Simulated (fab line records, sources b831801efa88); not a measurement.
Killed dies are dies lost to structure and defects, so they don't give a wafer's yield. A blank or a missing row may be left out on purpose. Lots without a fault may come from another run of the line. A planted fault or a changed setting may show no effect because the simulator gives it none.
A struck lot beside a sound one | flow sky130 | 17 steps out of a route of 708
Sound: wafers L703.1, L703.2, L703.5. Struck: wafers L714.2, L714.5, L714.6. The cause comes at the end.
At each step with rows: each side's tool, then ch and its chambers, then its first start. Under that, the readings that differ: sound wafers | struck wafers | difference of the means | sigmas: that difference in standard deviations of wafers without a fault.
alike: readings whose means differ by less than 2 such deviations, and words and numbers that are the same on both sides. not compared: withheld readings, readings that some wafer has no value for, bounds like >300 that may hide the same value, and numbers for which the record gives no deviation and whose values overlap.
The two part at a step that has a row with sigmas, a row that says differs or no value, or rows on one side only. Numbers that don't overlap but have no deviation are shown without sigmas and don't part them. A reading that every wafer of one side lacks parts them only if that side has two wafers or more.

first, 2 steps without rows for these wafers: SKY_NWELL_PEB_08; SKY_NWELL_DEVELOP_09 (develop time 60 s).
SKY_NWELL_OVL_MEAS_10:
  sound on overlay-01, day 6 06:23; struck on overlay-02, day 9 06:16
  reading           | sound       | struck         | difference | sigmas
  NWELL_00_OVL (nm) | 2.5 3.6 1.8 | -1.8 -0.5 -1.3 | -3.8       | -3
then, 3 steps without rows for these wafers: SKY_NWELL_IMPLANT_11; SKY_NWELL_IMPLANT_12; SKY_NWELL_IMPLANT_13.
SKY_NWELL_STRIP_14: strips in O2/N2.
  sound on plasma_asher-02 ch 0,1, day 6 06:53; struck on plasma_asher-01 ch 0,1, day 9 06:45
  alike: drypump_motor_current_A, oes_product_au, strip_time_to_endpoint_s
  not compared: rf_hours_counter_h
SKY_NWELL_TW_MEAS_15:
  sound on film_metro-03, day 6 06:59; struck on film_metro-04, day 9 06:52
  reading  | sound          | struck         | difference | sigmas
  NWELL_TW | 1824 1826 1840 | 1861 1861 1867 | +33        | +2
then, 4 steps without rows for these wafers: SKY_NWELL_DEHYDRATE_16 (time 60 s); SKY_NWELL_HMDS_17 (prime time 60 s); SKY_NWELL_COAT_18 (resist thk 3000 nm); SKY_NWELL_SOFTBAKE_19.
SKY_NWELL_EXPOSE_20: exposes mask NWM COMPLEMENT, target cd 840 nm.
  sound on iline_stepper-02 ch 0, day 6 15:07; struck on iline_stepper-02 ch 0, day 9 18:14
  reading                       | sound                | struck            | difference | sigmas
  model.NWELL.overlay_x_nm (nm) | 0.5693 0.5693 0.5693 | 237.6 237.6 237.6 | +237.0     |
  alike: mask
then, 2 steps without rows for these wafers: SKY_NWELL_PEB_21; SKY_NWELL_DEVELOP_22 (develop time 60 s).
SKY_NWELL_OVL_MEAS_23:
  sound on overlay-02, day 7 00:27; struck on overlay-02, day 10 05:32
  reading           | sound       | struck            | difference | sigmas
  NWELL_01_OVL (nm) | 0.4 0.9 1.7 | 239.6 237.7 239.7 | +238.0     | +99 or more
  not compared: hold
SKY_PAD_OPEN_PROBE_99:
  the record has rows for the sound wafers here (prober-01, day 47 18:10) and none for the struck ones

WHERE THEY PART
First at SKY_NWELL_OVL_MEAS_10; last, within this record, at SKY_PAD_OPEN_PROBE_99.

WHY: what the simulator had put in
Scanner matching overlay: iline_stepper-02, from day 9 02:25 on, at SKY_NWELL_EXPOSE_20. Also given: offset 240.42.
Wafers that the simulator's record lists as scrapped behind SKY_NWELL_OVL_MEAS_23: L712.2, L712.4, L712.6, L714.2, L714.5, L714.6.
